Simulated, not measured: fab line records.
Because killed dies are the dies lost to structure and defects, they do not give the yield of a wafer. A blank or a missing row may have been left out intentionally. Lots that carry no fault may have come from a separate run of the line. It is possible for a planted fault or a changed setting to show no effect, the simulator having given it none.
fab line records + flow sky130
record:
- lots: 15
- wafers: 45
- last-day: 50
route steps=708 shown LDD_N@239 LDD_P@266 LDD_HVN@277 LDD_HVP@285 POLY_CUT@316
lots that met no fault: taken from a fault-free run of the same line
start-h: start of the lot's first displayed wafer, in hours after the record's first day + wait-h: time in hours since the lot's previous step + " the same as in the row above + L1.1+2: one row covering several wafers at once + - either no value or no given start + * or withheld: withheld + < > ~ a bound
route shown NAME@n: a module of which the file shows steps, and the number in the route of the first + usual: the fault-free wafers' mean and standard deviation + same: alike in all rows + chamber/n: place in a boat + sites: per-site readings + _std_site: standard deviation across them + _edge_site: inner sites' mean taken away from outer sites' mean + radius-mm: for every site, how far away it sits from the centre of the wafer + mask NAME#n: copy n + behind: the most recent tool/chamber to have shaped the wafer + hold: what put the lot on hold/how long, in hours/how the hold closed + device: names the non-switching transistor (n, p or np) + end of line: the same wafers' tests at the end of the route + a step given without rows: its recipe and nothing more + killed: at the first sort, the dies lost to defects and structure; wafer yield is something else + map: per-die view of a wafer (x killed, . not killed, _ where there is no die)
set.NAME: the setting that was run; set.NAME@STEP: the one run at that earlier step + model.NAME: the simulator's own value behind a step, which no gauge read
steps of the route over a sample of lots; a table a step, a row a wafer
== steps ==
step: SKY_LDD_N_COAT_02
recipe:
- resist: NOVOLAK
- spin-rpm: 3000
- resist-thk-nm: 300
usual:
- chill-plate-temp-C: 23.03/0.11
- dispense-pressure-kPa: 50.6/2
| lot.wafer | tool           | chamber | start-h | wait-h | chill-plate-temp-C | dispense-pressure-kPa |
|-----------|----------------|---------|---------|--------|--------------------|-----------------------|
| L162.3    | litho-track-04 | 0       | 432.14  | 0.1    | 23.12              | 50.9                  |
| L162.5    | "              | 0       | "       | "      | 23.15              | 50.9                  |
| L162.6    | "              | 0       | "       | "      | 22.90              | 50.8                  |
| L165.1    | litho-track-02 | 0       | 434.54  | 0.1    | 23.02              | 48.2                  |
| L165.3    | "              | 0       | "       | "      | 22.98              | 48.1                  |
| L165.4    | "              | 0       | "       | "      | 23.14              | 48.2                  |
| L163.1    | litho-track-04 | 0       | 438.09  | 0.1    | 23.22              | 50.9                  |
| L163.4    | "              | 0       | "       | "      | 23.15              | 50.9                  |
| L163.5    | "              | 0       | "       | "      | 23.26              | 50.9                  |
| L161.1    | litho-track-02 | 0       | 438.14  | 0.1    | 22.93              | 48.1                  |
| L161.3    | "              | 0       | "       | "      | 23.06              | 48.2                  |
| L161.5    | "              | 0       | "       | "      | 22.90              | 48.2                  |
| L164.1    | litho-track-04 | 0       | 443.84  | 0.1    | 22.83              | 50.9                  |
| L164.2    | "              | 0       | "       | "      | 22.81              | 50.9                  |
| L164.4    | "              | 0       | "       | "      | 22.76              | 50.8                  |
| L166.4    | litho-track-03 | 0       | 455.27  | 0.1    | 23.11              | 52.7                  |
| L166.5    | "              | 0       | "       | "      | 22.88              | 52.7                  |
| L166.6    | "              | 0       | "       | "      | 23.00              | 52.7                  |
| L169.3    | litho-track-02 | 0       | 471.74  | 0.1    | 22.99              | 48.2                  |
| L169.4    | "              | 0       | "       | "      | 22.88              | 48.2                  |
| L169.5    | "              | 0       | "       | "      | 23.01              | 48.2                  |
| L170.3    | litho-track-04 | 0       | 484.04  | 0.1    | 23.06              | 50.9                  |
| L170.5    | "              | 0       | "       | "      | 22.80              | 50.9                  |
| L170.6    | "              | 0       | "       | "      | 22.76              | 50.9                  |
| L172.1    | litho-track-02 | 0       | 494.79  | 0.1    | 23.09              | 48.1                  |
| L172.3    | "              | 0       | "       | "      | 23.08              | 48.1                  |
| L172.5    | "              | 0       | "       | "      | 23.14              | 48.1                  |
| L175.2    | litho-track-03 | 0       | 518.87  | 0.1    | 23.01              | 52.8                  |
| L175.3    | "              | 0       | "       | "      | 22.99              | 52.8                  |
| L175.6    | "              | 0       | "       | "      | 22.97              | 52.8                  |
| L176.1    | litho-track-03 | 0       | 529.85  | 0.1    | 22.96              | 52.8                  |
| L176.2    | "              | 0       | "       | "      | 22.93              | 52.8                  |
| L176.3    | "              | 0       | "       | "      | 23.09              | 52.8                  |
| L179.1    | litho-track-03 | 0       | 556.25  | 0.1    | 23.13              | 52.8                  |
| L179.4    | "              | 0       | "       | "      | 22.93              | 52.8                  |
| L179.6    | "              | 0       | "       | "      | 22.99              | 52.8                  |
| L182.4    | litho-track-03 | -       | 579.47  | 0.1    | -                  | -                     |
| L182.5    | "              | -       | "       | "      | -                  | -                     |
| L182.6    | "              | -       | "       | "      | -                  | -                     |
| L183.1    | litho-track-04 | -       | 586.09  | 0.1    | -                  | -                     |
| L183.3    | "              | -       | "       | "      | -                  | -                     |
| L183.4    | "              | -       | "       | "      | -                  | -                     |
| L184.2    | litho-track-02 | -       | 591.22  | 0.1    | -                  | -                     |
| L184.3    | "              | -       | "       | "      | -                  | -                     |
| L184.6    | "              | -       | "       | "      | -                  | -                     |
step: SKY_LDD_N_OVL_MEAS_07
usual:
- LDD_N_OVL: 1.7/1.3
| lot.wafer | tool       | chamber | start-h | wait-h | LDD_N_OVL[nm] |
|-----------|------------|---------|---------|--------|---------------|
| L162.3    | overlay-02 | -       | 446.81  | 0.1    | 2.1           |
| L162.5    | "          | -       | "       | "      | 4.8           |
| L162.6    | "          | -       | "       | "      | 3.6           |
| L165.1    | overlay-02 | -       | 449.59  | 0.1    | 2.9           |
| L165.3    | "          | -       | "       | "      | 2.9           |
| L165.4    | "          | -       | "       | "      | 2.5           |
| L163.1    | overlay-01 | -       | 453.19  | 0.1    | 2.8           |
| L163.4    | "          | -       | "       | "      | 0.4           |
| L163.5    | "          | -       | "       | "      | 1.1           |
| L161.1    | overlay-02 | -       | 453.30  | 0.1    | 2.1           |
| L161.3    | "          | -       | "       | "      | 3.8           |
| L161.5    | "          | -       | "       | "      | 1.8           |
| L164.1    | overlay-01 | -       | 459.84  | 0.1    | 1.2           |
| L164.2    | "          | -       | "       | "      | 2.3           |
| L164.4    | "          | -       | "       | "      | 1.8           |
| L166.4    | overlay-02 | -       | 470.21  | 0.1    | 0.0           |
| L166.5    | "          | -       | "       | "      | 0.6           |
| L166.6    | "          | -       | "       | "      | 3.3           |
| L169.3    | overlay-01 | -       | 487.16  | 0.1    | 1.2           |
| L169.4    | "          | -       | "       | "      | 3.7           |
| L169.5    | "          | -       | "       | "      | 2.4           |
| L170.3    | overlay-01 | -       | 499.16  | 0.1    | 0.5           |
| L170.5    | "          | -       | "       | "      | 0.9           |
| L170.6    | "          | -       | "       | "      | 1.7           |
| L172.1    | overlay-02 | -       | 510.14  | 0.1    | 3.5           |
| L172.3    | "          | -       | "       | "      | 4.3           |
| L172.5    | "          | -       | "       | "      | 3.8           |
| L175.2    | overlay-02 | -       | 534.25  | 0.1    | 0.3           |
| L175.3    | "          | -       | "       | "      | 0.6           |
| L175.6    | "          | -       | "       | "      | 0.9           |
| L176.1    | overlay-01 | -       | 544.94  | 0.1    | -0.1          |
| L176.2    | "          | -       | "       | "      | -0.9          |
| L176.3    | "          | -       | "       | "      | -0.1          |
| L179.1    | overlay-02 | -       | 571.19  | 0.1    | 1.2           |
| L179.4    | "          | -       | "       | "      | 1.7           |
| L179.6    | "          | -       | "       | "      | 1.2           |
| L182.4    | overlay-01 | -       | 593.86  | 0.1    | -             |
| L182.5    | "          | -       | "       | "      | -             |
| L182.6    | "          | -       | "       | "      | -             |
| L183.1    | overlay-02 | -       | 600.59  | 0.1    | -             |
| L183.3    | "          | -       | "       | "      | -             |
| L183.4    | "          | -       | "       | "      | -             |
| L184.2    | overlay-01 | -       | 606.25  | 0.1    | -             |
| L184.3    | "          | -       | "       | "      | -             |
| L184.6    | "          | -       | "       | "      | -             |
step: SKY_LDD_N_TW_MEAS_17
usual:
- LDD_N_TW: 2562/19
| lot.wafer | tool          | chamber | start-h | wait-h | LDD_N_TW |
|-----------|---------------|---------|---------|--------|----------|
| L162.3    | film-metro-04 | -       | 448.15  | 0.1    | 2529     |
| L162.5    | "             | -       | "       | "      | 2534     |
| L162.6    | "             | -       | "       | "      | 2532     |
| L165.1    | film-metro-03 | -       | 450.93  | 0.1    | 2571     |
| L165.3    | "             | -       | "       | "      | 2571     |
| L165.4    | "             | -       | "       | "      | 2574     |
| L163.1    | film-metro-01 | -       | 454.53  | 0.1    | 2591     |
| L163.4    | "             | -       | "       | "      | 2602     |
| L163.5    | "             | -       | "       | "      | 2604     |
| L161.1    | film-metro-04 | -       | 454.63  | 0.1    | 2549     |
| L161.3    | "             | -       | "       | "      | 2547     |
| L161.5    | "             | -       | "       | "      | 2546     |
| L164.1    | film-metro-03 | -       | 461.18  | 0.1    | 2578     |
| L164.2    | "             | -       | "       | "      | 2584     |
| L164.4    | "             | -       | "       | "      | 2571     |
| L166.4    | film-metro-01 | -       | 471.56  | 0.1    | 2574     |
| L166.5    | "             | -       | "       | "      | 2559     |
| L166.6    | "             | -       | "       | "      | 2577     |
| L169.3    | film-metro-04 | -       | 488.50  | 0.1    | 2549     |
| L169.4    | "             | -       | "       | "      | 2551     |
| L169.5    | "             | -       | "       | "      | 2541     |
| L170.3    | film-metro-04 | -       | 500.50  | 0.1    | 2555     |
| L170.5    | "             | -       | "       | "      | 2550     |
| L170.6    | "             | -       | "       | "      | 2543     |
| L172.1    | film-metro-04 | -       | 511.48  | 0.1    | 2537     |
| L172.3    | "             | -       | "       | "      | 2546     |
| L172.5    | "             | -       | "       | "      | 2528     |
| L175.2    | film-metro-03 | -       | 535.59  | 0.1    | 2573     |
| L175.3    | "             | -       | "       | "      | 2587     |
| L175.6    | "             | -       | "       | "      | 2584     |
| L176.1    | film-metro-04 | -       | 546.28  | 0.1    | 2551     |
| L176.2    | "             | -       | "       | "      | 2536     |
| L176.3    | "             | -       | "       | "      | 2544     |
| L179.1    | film-metro-04 | -       | 572.53  | 0.1    | 2559     |
| L179.4    | "             | -       | "       | "      | 2551     |
| L179.6    | "             | -       | "       | "      | 2553     |
| L182.4    | film-metro-03 | -       | 595.21  | 0.1    | 2573     |
| L182.5    | "             | -       | "       | "      | 2591     |
| L182.6    | "             | -       | "       | "      | 2577     |
| L183.1    | film-metro-01 | -       | 601.93  | 0.1    | 2586     |
| L183.3    | "             | -       | "       | "      | 2574     |
| L183.4    | "             | -       | "       | "      | 2576     |
| L184.2    | film-metro-03 | -       | 607.59  | 0.1    | 2570     |
| L184.3    | "             | -       | "       | "      | 2561     |
| L184.6    | "             | -       | "       | "      | 2570     |
step: SKY_LDD_P_TW_MEAS_11
usual:
- LDD_P_TW: 640/7.5
| lot.wafer | tool          | chamber | start-h | wait-h | LDD_P_TW |
|-----------|---------------|---------|---------|--------|----------|
| L162.3    | film-metro-03 | -       | 478.72  | 0.1    | 637      |
| L162.5    | "             | -       | "       | "      | 635      |
| L162.6    | "             | -       | "       | "      | 635      |
| L165.1    | film-metro-01 | -       | 481.10  | 0.1    | 634      |
| L165.3    | "             | -       | "       | "      | 640      |
| L165.4    | "             | -       | "       | "      | 637      |
| L163.1    | film-metro-01 | -       | 485.11  | 0.1    | 634      |
| L163.4    | "             | -       | "       | "      | 634      |
| L163.5    | "             | -       | "       | "      | 638      |
| L161.1    | film-metro-01 | -       | 485.54  | 0.1    | 634      |
| L161.3    | "             | -       | "       | "      | 639      |
| L161.5    | "             | -       | "       | "      | 635      |
| L164.1    | film-metro-01 | -       | 491.80  | 0.1    | 640      |
| L164.2    | "             | -       | "       | "      | 636      |
| L164.4    | "             | -       | "       | "      | 637      |
| L166.4    | film-metro-01 | -       | 502.19  | 0.1    | 636      |
| L166.5    | "             | -       | "       | "      | 636      |
| L166.6    | "             | -       | "       | "      | 634      |
| L169.3    | film-metro-03 | -       | 519.87  | 0.1    | 627      |
| L169.4    | "             | -       | "       | "      | 628      |
| L169.5    | "             | -       | "       | "      | 631      |
| L170.3    | film-metro-03 | -       | 531.57  | 0.1    | 633      |
| L170.5    | "             | -       | "       | "      | 633      |
| L170.6    | "             | -       | "       | "      | 634      |
| L172.1    | film-metro-01 | -       | 542.70  | 0.1    | 633      |
| L172.3    | "             | -       | "       | "      | 631      |
| L172.5    | "             | -       | "       | "      | 636      |
| L175.2    | film-metro-02 | -       | 564.76  | 0.1    | 652      |
| L175.3    | "             | -       | "       | "      | 648      |
| L175.6    | "             | -       | "       | "      | 652      |
| L176.1    | film-metro-02 | -       | 575.49  | 0.1    | 649      |
| L176.2    | "             | -       | "       | "      | 651      |
| L176.3    | "             | -       | "       | "      | 651      |
| L179.1    | film-metro-02 | -       | 602.10  | 0.1    | 650      |
| L179.4    | "             | -       | "       | "      | 647      |
| L179.6    | "             | -       | "       | "      | 648      |
| L182.4    | film-metro-02 | -       | 624.83  | 0.1    | 2615     |
| L182.5    | "             | -       | "       | "      | 2613     |
| L182.6    | "             | -       | "       | "      | 2626     |
| L183.1    | film-metro-02 | -       | 630.10  | 0.1    | 2618     |
| L183.3    | "             | -       | "       | "      | 2636     |
| L183.4    | "             | -       | "       | "      | 2621     |
| L184.2    | film-metro-02 | -       | 635.86  | 0.1    | 2619     |
| L184.3    | "             | -       | "       | "      | 2626     |
| L184.6    | "             | -       | "       | "      | 2614     |
step: SKY_LDD_HVN_TW_MEAS_10
usual:
- LDD_HVN_TW: 1438/19
| lot.wafer | tool          | chamber | start-h | wait-h | LDD_HVN_TW |
|-----------|---------------|---------|---------|--------|------------|
| L162.3    | film-metro-01 | -       | 510.06  | 0.1    | 1443       |
| L162.5    | "             | -       | "       | "      | 1445       |
| L162.6    | "             | -       | "       | "      | 1439       |
| L165.1    | film-metro-02 | -       | 511.79  | 0.1    | 1465       |
| L165.3    | "             | -       | "       | "      | 1457       |
| L165.4    | "             | -       | "       | "      | 1455       |
| L163.1    | film-metro-01 | -       | 516.24  | 0.1    | 1437       |
| L163.4    | "             | -       | "       | "      | 1438       |
| L163.5    | "             | -       | "       | "      | 1438       |
| L161.1    | film-metro-04 | -       | 516.83  | 0.1    | 1408       |
| L161.3    | "             | -       | "       | "      | 1411       |
| L161.5    | "             | -       | "       | "      | 1411       |
| L164.1    | film-metro-04 | -       | 522.63  | 0.1    | 1408       |
| L164.2    | "             | -       | "       | "      | 1411       |
| L164.4    | "             | -       | "       | "      | 1410       |
| L166.4    | film-metro-02 | -       | 532.82  | 0.1    | 1457       |
| L166.5    | "             | -       | "       | "      | 1464       |
| L166.6    | "             | -       | "       | "      | 1466       |
| L169.3    | film-metro-02 | -       | 550.16  | 0.1    | 1461       |
| L169.4    | "             | -       | "       | "      | 1464       |
| L169.5    | "             | -       | "       | "      | 1475       |
| L170.3    | film-metro-04 | -       | 561.06  | 0.1    | 1420       |
| L170.5    | "             | -       | "       | "      | 1413       |
| L170.6    | "             | -       | "       | "      | 1418       |
| L172.1    | film-metro-04 | -       | 571.88  | 0.1    | 1424       |
| L172.3    | "             | -       | "       | "      | 1415       |
| L172.5    | "             | -       | "       | "      | 1422       |
| L175.2    | film-metro-02 | -       | 593.99  | 0.1    | 1471       |
| L175.3    | "             | -       | "       | "      | 1468       |
| L175.6    | "             | -       | "       | "      | 1472       |
| L176.1    | film-metro-04 | -       | 604.78  | 0.1    | 1417       |
| L176.2    | "             | -       | "       | "      | 1416       |
| L176.3    | "             | -       | "       | "      | 1422       |
| L179.1    | film-metro-01 | -       | 630.49  | 0.1    | 1429       |
| L179.4    | "             | -       | "       | "      | 1427       |
| L179.6    | "             | -       | "       | "      | 1431       |
| L182.4    | film-metro-02 | -       | 653.57  | 0.1    | 2718       |
| L182.5    | "             | -       | "       | "      | 2735       |
| L182.6    | "             | -       | "       | "      | 2733       |
| L183.1    | film-metro-01 | -       | 658.04  | 0.1    | 2690       |
| L183.3    | "             | -       | "       | "      | 2685       |
| L183.4    | "             | -       | "       | "      | 2694       |
| L184.2    | film-metro-02 | -       | 663.99  | 0.1    | 2731       |
| L184.3    | "             | -       | "       | "      | 2733       |
| L184.6    | "             | -       | "       | "      | 2735       |
step: SKY_LDD_HVP_OVL_MEAS_07
usual:
- LDD_HVP_OVL: 0.1/1.5
| lot.wafer | tool       | chamber | start-h | wait-h | LDD_HVP_OVL[nm] |
|-----------|------------|---------|---------|--------|-----------------|
| L162.3    | overlay-02 | -       | 540.61  | 0.1    | -0.8            |
| L162.5    | "          | -       | "       | "      | -1.8            |
| L162.6    | "          | -       | "       | "      | -0.3            |
| L165.1    | overlay-02 | -       | 542.39  | 0.1    | 0.3             |
| L165.3    | "          | -       | "       | "      | 2.0             |
| L165.4    | "          | -       | "       | "      | 1.7             |
| L163.1    | overlay-02 | -       | 546.44  | 0.1    | -0.5            |
| L163.4    | "          | -       | "       | "      | -0.5            |
| L163.5    | "          | -       | "       | "      | 0.0             |
| L161.1    | overlay-02 | -       | 547.50  | 0.1    | 3.9             |
| L161.3    | "          | -       | "       | "      | 4.0             |
| L161.5    | "          | -       | "       | "      | 1.7             |
| L164.1    | overlay-01 | -       | 553.05  | 0.1    | -3.0            |
| L164.2    | "          | -       | "       | "      | -2.9            |
| L164.4    | "          | -       | "       | "      | -1.0            |
| L166.4    | overlay-01 | -       | 562.67  | 0.1    | -1.5            |
| L166.5    | "          | -       | "       | "      | 0.5             |
| L166.6    | "          | -       | "       | "      | -0.2            |
| L169.3    | overlay-01 | -       | 578.31  | 0.1    | -0.3            |
| L169.4    | "          | -       | "       | "      | 0.6             |
| L169.5    | "          | -       | "       | "      | 1.9             |
| L170.3    | overlay-01 | -       | 589.41  | 0.1    | -1.8            |
| L170.5    | "          | -       | "       | "      | 0.0             |
| L170.6    | "          | -       | "       | "      | -1.1            |
| L172.1    | overlay-01 | -       | 601.39  | 0.1    | 0.5             |
| L172.3    | "          | -       | "       | "      | -0.1            |
| L172.5    | "          | -       | "       | "      | -0.9            |
| L175.2    | overlay-02 | -       | 622.90  | 0.1    | -0.2            |
| L175.3    | "          | -       | "       | "      | 0.1             |
| L175.6    | "          | -       | "       | "      | 0.0             |
| L176.1    | overlay-01 | -       | 632.60  | 0.1    | 2.0             |
| L176.2    | "          | -       | "       | "      | 0.7             |
| L176.3    | "          | -       | "       | "      | 0.2             |
| L179.1    | overlay-02 | -       | 658.05  | 0.1    | 1.8             |
| L179.4    | "          | -       | "       | "      | 1.2             |
| L179.6    | "          | -       | "       | "      | 1.1             |
| L182.4    | overlay-02 | -       | 681.31  | 0.1    | 1.2             |
| L182.5    | "          | -       | "       | "      | 0.3             |
| L182.6    | "          | -       | "       | "      | 1.5             |
| L183.1    | overlay-01 | -       | 685.69  | 0.1    | 0.5             |
| L183.3    | "          | -       | "       | "      | -0.2            |
| L183.4    | "          | -       | "       | "      | -2.7            |
| L184.2    | overlay-01 | -       | 691.75  | 0.1    | 0.1             |
| L184.3    | "          | -       | "       | "      | -1.3            |
| L184.6    | "          | -       | "       | "      | -0.2            |
step: SKY_POLY_CUT_OVL_MEAS_09
usual:
- POLY_CUT_OVL: 1/5.3
| lot.wafer | tool       | chamber | start-h | wait-h | POLY_CUT_OVL[nm] |
|-----------|------------|---------|---------|--------|------------------|
| L162.3    | overlay-02 | -       | 602.58  | 0.1    | -5               |
| L162.5    | "          | -       | "       | "      | -1               |
| L162.6    | "          | -       | "       | "      | 0                |
| L165.1    | overlay-02 | -       | 604.91  | 0.1    | 0                |
| L165.3    | "          | -       | "       | "      | -4               |
| L165.4    | "          | -       | "       | "      | 0                |
| L163.1    | overlay-01 | -       | 609.27  | 0.1    | -2               |
| L163.4    | "          | -       | "       | "      | -10              |
| L163.5    | "          | -       | "       | "      | -3               |
| L161.1    | overlay-02 | -       | 609.52  | 0.1    | -1               |
| L161.3    | "          | -       | "       | "      | -11              |
| L161.5    | "          | -       | "       | "      | -5               |
| L164.1    | overlay-02 | -       | 613.86  | 0.1    | -3               |
| L164.2    | "          | -       | "       | "      | -7               |
| L164.4    | "          | -       | "       | "      | -5               |
| L166.4    | overlay-02 | -       | 623.75  | 0.1    | 10               |
| L166.5    | "          | -       | "       | "      | 6                |
| L166.6    | "          | -       | "       | "      | 0                |
| L169.3    | overlay-01 | -       | 638.63  | 0.1    | 2                |
| L169.4    | "          | -       | "       | "      | 2                |
| L169.5    | "          | -       | "       | "      | -1               |
| L170.3    | overlay-02 | -       | 650.02  | 0.1    | -5               |
| L170.5    | "          | -       | "       | "      | 2                |
| L170.6    | "          | -       | "       | "      | -12              |
| L172.1    | overlay-02 | -       | 660.02  | 0.1    | 4                |
| L172.3    | "          | -       | "       | "      | 6                |
| L172.5    | "          | -       | "       | "      | -1               |
| L175.2    | overlay-01 | -       | 681.32  | 0.1    | -1               |
| L175.3    | "          | -       | "       | "      | -6               |
| L175.6    | "          | -       | "       | "      | -4               |
| L176.1    | overlay-01 | -       | 691.17  | 0.1    | 4                |
| L176.2    | "          | -       | "       | "      | -1               |
| L176.3    | "          | -       | "       | "      | 1                |
| L179.1    | overlay-01 | -       | 716.32  | 0.1    | -4               |
| L179.4    | "          | -       | "       | "      | 12               |
| L179.6    | "          | -       | "       | "      | 8                |
| L182.4    | overlay-01 | -       | 741.18  | 0.1    | 3                |
| L182.5    | "          | -       | "       | "      | 7                |
| L182.6    | "          | -       | "       | "      | 2                |
| L183.1    | overlay-01 | -       | 743.02  | 0.1    | 1                |
| L183.3    | "          | -       | "       | "      | 0                |
| L183.4    | "          | -       | "       | "      | 2                |
| L184.2    | overlay-02 | -       | 752.42  | 0.1    | -4               |
| L184.3    | "          | -       | "       | "      | 0                |
| L184.6    | "          | -       | "       | "      | -6               |
== key ==
first-sign:
- step: SKY_LDD_N_COAT_02
- reading: tool-record
- direction: missing
effect:
- step: SKY_LDD_N_OVL_MEAS_07
- reading: LDD_N_OVL
- direction: missing
effect:
- step: SKY_LDD_P_TW_MEAS_11
- reading: LDD_P_TW
- direction: up
- sigmas: 99+
- usual: 640
- struck: 2621
effect:
- step: SKY_LDD_HVN_TW_MEAS_10
- reading: LDD_HVN_TW
- direction: up
- sigmas: 66
- usual: 1438
- struck: 2717
met-at SKY_LDD_N_COAT_02
struck-lots L182,L183,L184
rows-end L182.6,L183.4,L184.2,L184.3,L184.6
sort-left-out L182.4,L182.5,L183.1,L183.3
tester-left-out L182,L183
not-acting-at SKY_LDD_N_TW_MEAS_17,SKY_LDD_HVP_OVL_MEAS_07,SKY_POLY_CUT_OVL_MEAS_09
onset-between 556.25 579.47
fault:
- kind: skipped-step-whole
- tool: litho-track-02,litho-track-03,litho-track-04
- chamber: -
- onset-h: 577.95
- steps: SKY_LDD_N_COAT_02
- scope: struck-lots-only
tester-left-out: of these lots the tester's yield and bins aren't shown, on N5 and GAA mostly nor the transistor test; their killed dies are dies lost to structure and defects alone, not to doping, threshold or leakage, so they don't give the yield
sort-left-out: the simulated sort isn't trusted on such a fault, so these wafers' sort isn't shown, and their yield isn't known
rows-end: these wafers met a further fault down the route, and their rows from its step on are left out
